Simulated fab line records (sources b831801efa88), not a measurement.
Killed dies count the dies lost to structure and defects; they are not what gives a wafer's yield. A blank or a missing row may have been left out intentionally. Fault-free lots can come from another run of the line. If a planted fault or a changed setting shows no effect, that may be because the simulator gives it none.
Which of the tools did it? / flow gf180mcu / Sampling: 6 lots, 18 wafers, 3 of 602 route steps

WHAT THE GAUGES SHOWED, per wafer
GF_MVSD_OVL_MEAS_07.
lot=L208; measured=day 5 01:53; on=overlay-01; MVSD_OVL (nm)=-2.5 0.8 -1.6
lot=L216; measured=day 7 01:56; on=overlay-02; MVSD_OVL (nm)=- - -
lot=L219; measured=day 7 20:50; on=overlay-02; MVSD_OVL (nm)=-1.7 -1.7 -1.1
lot=L224; measured=day 9 00:37; on=overlay-01; MVSD_OVL (nm)=-0.7 -0.4 1.3
lot=L226; measured=day 9 12:23; on=overlay-01; MVSD_OVL (nm)=-1.5 -0.6 -1.4
lot=L228; measured=day 9 23:08; on=overlay-01; MVSD_OVL (nm)=-0.8 0.7 0.5

WHICH TOOL RAN EACH LOT (tool, then ch and the chambers of the sampled wafers, then the start)
lot=L208; GF_STI_STRIP_15=plasma asher-01 ch 0,1, day 2 16:58; GF_MVSD_EXPOSE_04=iline stepper-01 ch 0, day 4 19:08
lot=L216; GF_STI_STRIP_15=plasma asher-02 ch 0,1, day 4 10:14; GF_MVSD_EXPOSE_04=iline stepper-01 ch 0, day 6 18:19
lot=L219; GF_STI_STRIP_15=plasma asher-01 ch 0,1, day 5 01:24; GF_MVSD_EXPOSE_04=iline stepper-02 ch 0, day 7 12:45
lot=L224; GF_STI_STRIP_15=plasma asher-01 ch 0,1, day 6 04:07; GF_MVSD_EXPOSE_04=iline stepper-01 ch 0, day 8 16:31
lot=L226; GF_STI_STRIP_15=plasma asher-01 ch 0,1, day 6 14:36; GF_MVSD_EXPOSE_04=iline stepper-02 ch 0, day 9 04:34
lot=L228; GF_STI_STRIP_15=plasma asher-02 ch 0,1, day 6 23:46; GF_MVSD_EXPOSE_04=iline stepper-01 ch 0, day 9 14:17
- GF_STI_STRIP_15: strips in O2/N2.
- GF_MVSD_EXPOSE_04: exposes mask MVSD, target cd 1000 nm.

THE ANSWER, worked out from the rows above alone
Rule: the usual values come from the lots themselves. The widest of any qualifying gaps counts: lots, ordered by their means at a reading, are off when they make up no more than a third of the lots, leave a main group of 4 or more, and stand apart from it by 3 or more times the standard deviation of that group's means. A main group is skipped when, at the precision printed for the reading in the tables above, its means are all equal. Also off: a lot with no number at a reading for which 4 or more lots have one. Where the step has rows for the other lots, those lots are counted as sound.
Off: L216, at GF_MVSD_OVL_MEAS_07 (MVSD_OVL). Without a number there: L216. The main group: mean -0.7 nm, standard deviation 0.68.
A tool fits if, at a process step before that reading, it ran every lot that is off, and no sound lot after the first of them. The gauges at GF_MVSD_OVL_MEAS_07 are tried like those tools. None of those tried fits.

WHAT THE SIMULATOR PUT IN
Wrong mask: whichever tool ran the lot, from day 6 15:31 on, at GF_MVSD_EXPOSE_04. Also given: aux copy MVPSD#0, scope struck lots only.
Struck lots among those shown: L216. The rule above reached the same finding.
